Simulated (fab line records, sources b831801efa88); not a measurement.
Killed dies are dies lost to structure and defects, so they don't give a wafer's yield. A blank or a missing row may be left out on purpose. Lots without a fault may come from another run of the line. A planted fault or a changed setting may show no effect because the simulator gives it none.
fab line records | flow gf180mcu | part 2 of 2: steps 27 to 36 of 36
record lots=5 wafers=15 last_day=33
route steps=602 shown HV_LDD@180
lots that met no fault: from a run of the same line without faults
start_h: hours from the record's first day to the start of the lot's first wafer shown | wait_h: hours since the lot's step before | " the same as in the row above | L1.1+2: a row that stands for several wafers | - no value, or no start given | * or withheld: withheld | < > ~ a bound
route shown NAME@n: a module of which the file shows steps, and the number in the route of the first | usual: mean/standard deviation of fault-free wafers | same: alike in all rows | chamber/n: place in a boat | sites: the reading at each site | _std_site: their standard deviation | _edge_site: outer sites' mean less inner sites' | radius_mm: how far each site lies from the wafer's centre | mask NAME#n: copy n | behind: the tool/chamber that last shaped the wafer | hold: why the lot was held/for how many hours/how that ended | device: the transistor (n, p or np) that didn't switch | end of line: the same wafers' tests at the end of the route | a step without rows: its recipe alone | killed: dies lost to structure and defects at the first sort, not the wafer's yield | map: a wafer's dies, x killed, . not, _ none there
set.NAME: the setting as run; set.NAME@STEP: as run at that earlier step | model.NAME: the simulator's own value behind a step, which no gauge read
lots at some steps of the route; a table a step, a row a wafer
services: from which hour (start_h, from the record's first day; less than 0 if before it) a tool's chamber was out of use, for how many hours, and why
## steps
# step GF_HV_LDD_DEVELOP_30
# recipe develop_time_s=60 dev_temp_c=23
# usual chill_plate_temp_C=22.99/0.094
# columns lot.wafer tool chamber start_h wait_h chill_plate_temp_C
L080.2 litho_track-04 0 295.11 0.1 22.84
L080.3 " 0 " " 22.80
L080.6 " 0 " " 23.02
L083.3 litho_track-01 0 321.24 0.1 22.94
L083.4 " 0 " " 22.95
L083.5 " 0 " " 23.08
L085.2 litho_track-02 0 335.97 0.1 23.00
L085.3 " 0 " " 23.10
L085.5 " 0 " " 23.02
L091.2 litho_track-02 0 383.87 0.1 23.08
L091.5 " 0 " " 23.01
L091.6 " 0 " " 23.09
L093.2 litho_track-04 0 403.50 0.1 23.10
L093.4 " 0 " " 23.11
L093.5 " 0 " " 23.23
# step GF_HV_LDD_CD_MEAS_31
# recipe target_cd_nm=400
# usual cd_nm=399.4/2.5
# columns lot.wafer tool chamber start_h wait_h cd_nm
L080.2 cd_sem-01 - 295.25 0.1 402.5
L080.3 " - " " 399.7
L080.6 " - " " 400.9
L083.3 cd_sem-02 - 321.38 0.1 403.2
L083.4 " - " " 403.8
L083.5 " - " " 402.7
L085.2 cd_sem-02 - 336.12 0.1 399.4
L085.3 " - " " 400.0
L085.5 " - " " 399.6
L091.2 cd_sem-02 - 384.02 0.1 397.4
L091.5 " - " " 397.5
L091.6 " - " " 397.0
L093.2 cd_sem-02 - 403.65 0.1 398.3
L093.4 " - " " 396.1
L093.5 " - " " 399.7
# step GF_HV_LDD_OVL_MEAS_32
# usual HV_LDD_02_OVL=0.2/1.4
# columns lot.wafer tool chamber start_h wait_h HV_LDD_02_OVL[nm]
L080.2 overlay-01 - 295.36 0.1 1.5
L080.3 " - " " 1.7
L080.6 " - " " 2.2
L083.3 overlay-01 - 321.47 0.1 -2.3
L083.4 " - " " -2.0
L083.5 " - " " -1.0
L085.2 overlay-02 - 336.23 0.1 -0.1
L085.3 " - " " -0.7
L085.5 " - " " -0.9
L091.2 overlay-02 - 384.12 0.1 -0.4
L091.5 " - " " -0.7
L091.6 " - " " -0.1
L093.2 overlay-01 - 403.76 0.1 1.8
L093.4 " - " " 0.0
L093.5 " - " " 1.9
# step GF_HV_LDD_IMPLANT_33
# recipe species=P energy_kev=60 dose_cm2=7.5e+12 tilt_deg=30 rotation_deg=0
# usual beam_on_s=10.03/0.18
# columns lot.wafer tool chamber start_h wait_h beam_on_s
L080.2 implanter-01 0 295.41 0.0 9.87
L080.3 " 0 " " 10.36
L080.6 " 0 " " 10.00
L083.3 implanter-02 0 321.55 0.1 9.91
L083.4 " 0 " " 9.90
L083.5 " 0 " " 10.01
L085.2 implanter-04 0 336.28 0.0 9.71
L085.3 " 0 " " 9.95
L085.5 " 0 " " 10.01
L091.2 implanter-01 0 384.18 0.0 10.05
L091.5 " 0 " " 10.09
L091.6 " 0 " " 10.28
L093.2 implanter-01 0 403.81 0.0 10.01
L093.4 " 0 " " 9.91
L093.5 " 0 " " 10.06
# step GF_HV_LDD_IMPLANT_34
# recipe species=P energy_kev=60 dose_cm2=7.5e+12 tilt_deg=30 rotation_deg=90
# usual beam_on_s=9.99/0.2
# columns lot.wafer tool chamber start_h wait_h beam_on_s
L080.2 implanter-01 0 295.56 0.1 10.35
L080.3 " 0 " " 9.88
L080.6 " 0 " " 9.90
L083.3 implanter-02 0 321.70 0.1 9.90
L083.4 " 0 " " 10.27
L083.5 " 0 " " 10.33
L085.2 implanter-04 0 336.43 0.1 10.49
L085.3 " 0 " " 10.09
L085.5 " 0 " " 9.84
L091.2 implanter-01 0 384.33 0.1 9.65
L091.5 " 0 " " 9.96
L091.6 " 0 " " 9.97
L093.2 implanter-01 0 403.96 0.1 9.51
L093.4 " 0 " " 9.78
L093.5 " 0 " " 10.16
# step GF_HV_LDD_IMPLANT_35
# recipe species=P energy_kev=60 dose_cm2=7.5e+12 tilt_deg=30 rotation_deg=180
# usual beam_on_s=10.03/0.2
# columns lot.wafer tool chamber start_h wait_h beam_on_s
L080.2 implanter-01 0 295.71 0.1 9.60
L080.3 " 0 " " 9.85
L080.6 " 0 " " 9.89
L083.3 implanter-02 0 321.85 0.1 10.18
L083.4 " 0 " " 10.23
L083.5 " 0 " " 9.86
L085.2 implanter-04 0 336.58 0.1 9.52
L085.3 " 0 " " 10.06
L085.5 " 0 " " 10.13
L091.2 implanter-01 0 384.48 0.1 9.87
L091.5 " 0 " " 10.19
L091.6 " 0 " " 10.00
L093.2 implanter-01 0 404.11 0.1 9.92
L093.4 " 0 " " 9.87
L093.5 " 0 " " 10.34
# step GF_HV_LDD_IMPLANT_36
# recipe species=P energy_kev=60 dose_cm2=7.5e+12 tilt_deg=30 rotation_deg=270
# usual beam_on_s=10.00/0.21
# columns lot.wafer tool chamber start_h wait_h beam_on_s
L080.2 implanter-01 0 295.86 0.1 10.00
L080.3 " 0 " " 10.09
L080.6 " 0 " " 10.23
L083.3 implanter-02 0 322.00 0.1 9.97
L083.4 " 0 " " 10.29
L083.5 " 0 " " 10.10
L085.2 implanter-04 0 336.73 0.1 10.07
L085.3 " 0 " " 9.65
L085.5 " 0 " " 10.18
L091.2 implanter-01 0 384.63 0.1 10.18
L091.5 " 0 " " 10.17
L091.6 " 0 " " 9.77
L093.2 implanter-01 0 404.26 0.1 10.05
L093.4 " 0 " " 9.70
L093.5 " 0 " " 10.00
# step GF_HV_LDD_STRIP_37
# recipe chemistry=O2/N2 power_w=1400 pressure_mtorr=1500 platen_temp_c=250 o2_flow_sccm=3000 n2_flow_sccm=300 overash_fraction=0.5
# usual drypump_motor_current_A=5.3/0.5 heater_power_w=345/30 o2_flow_sccm=3000/9 oes_product_au=0.716/0.0045 strip_time_to_endpoint_s=12.64/0.033
# columns lot.wafer tool chamber start_h wait_h drypump_motor_current_A heater_power_w o2_flow_sccm oes_product_au rf_hours_counter_h strip_time_to_endpoint_s
L080.2 plasma_asher-04 1 295.99 0.1 5.1 373 2992 0.719 51 12.66
L080.3 " 0 " " 4.9 338 2986 0.711 - 12.67
L080.6 " 0 " " 4.9 342 2982 0.721 - 12.66
L083.3 plasma_asher-01 0 322.13 0.1 5.1 293 3010 0.723 - 12.69
L083.4 " 1 " " 5.4 374 3008 0.726 - 12.69
L083.5 " 1 " " 5.3 369 2996 0.717 - 12.67
L085.2 plasma_asher-01 0 336.86 0.1 5.1 297 3005 0.711 66 12.71
L085.3 " 0 " " 5.1 298 3004 0.707 - 12.66
L085.5 " 0 " " 5.1 298 3005 0.724 - 12.68
L091.2 plasma_asher-02 1 384.75 0.1 5.7 332 2998 0.715 31 12.66
L091.5 " 1 " " 5.7 331 2999 0.712 - 12.65
L091.6 " 0 " " 6.7 357 3000 0.713 - 12.61
L093.2 plasma_asher-04 0 404.39 0.1 4.9 334 3004 0.713 60 12.60
L093.4 " 0 " " 4.9 340 3000 0.722 - 12.58
L093.5 " 0 " " 4.9 339 2999 0.719 - 12.62
# step GF_HV_LDD_TW_MEAS_38
# usual HV_LDD_3_TW=1449/11
# columns lot.wafer tool chamber start_h wait_h HV_LDD_3_TW
L080.2 film_metro-03 - 296.10 0.1 1443
L080.3 " - " " 1446
L080.6 " - " " 1441
L083.3 film_metro-03 - 322.22 0.1 1451
L083.4 " - " " 1451
L083.5 " - " " 1450
L085.2 film_metro-02 - 336.97 0.1 1466
L085.3 " - " " 1462
L085.5 " - " " 1457
L091.2 film_metro-02 - 384.86 0.1 1465
L091.5 " - " " 1461
L091.6 " - " " 1455
L093.2 film_metro-01 - 404.50 0.1 1436
L093.4 " - " " 1443
L093.5 " - " " 1443
# step GF_HV_LDD_DEHYDRATE_39
# recipe temp_c=200 time_s=60
# usual chill_plate_temp_C=23.02/0.1
# columns lot.wafer tool chamber start_h wait_h chill_plate_temp_C
L080.2 litho_track-02 0 305.87 9.8 23.03
L080.3 " 0 " " 23.02
L080.6 " 0 " " 22.93
L083.3 litho_track-01 0 332.44 10.2 23.00
L083.4 " 0 " " 22.97
L083.5 " 0 " " 22.91
L085.2 litho_track-02 0 346.52 9.5 22.85
L085.3 " 0 " " 22.92
L085.5 " 0 " " 23.06
L091.2 litho_track-02 0 395.52 10.6 22.98
L091.5 " 0 " " 22.96
L091.6 " 0 " " 22.91
L093.2 litho_track-04 0 415.10 10.6 23.14
L093.4 " 0 " " 22.94
L093.5 " 0 " " 23.08
## services
# columns tool chamber start_h hours kind
iline_stepper-02 - 253.04 2.1 pm
iline_stepper-01 - 255.12 1.7 pm
iline_stepper-02 - 255.12 - consumable_replace:lamp
plasma_asher-04 - 282.96 1.8 repair
iline_stepper-01 - 287.40 2.1 pm
iline_stepper-01 - 289.49 - consumable_replace:lamp
plasma_asher-04 - 292.25 0.9 repair
iline_stepper-02 - 297.23 1.7 pm
implanter-01 - 318.90 15.7 pm
plasma_asher-04 - 320.57 25.7 pm
plasma_asher-01 - 323.56 9.0 repair
implanter-02 - 328.38 2.0 repair
iline_stepper-01 - 339.85 0.7 repair
iline_stepper-02 - 365.78 10.6 repair
implanter-01 - 370.47 3.6 repair
implanter-01 - 381.91 2.1 repair
implanter-04 - 389.06 7.5 repair
iline_stepper-01 - 390.87 4.4 pm
implanter-04 - 397.22 2.7 repair
implanter-01 - 402.81 0.7 repair
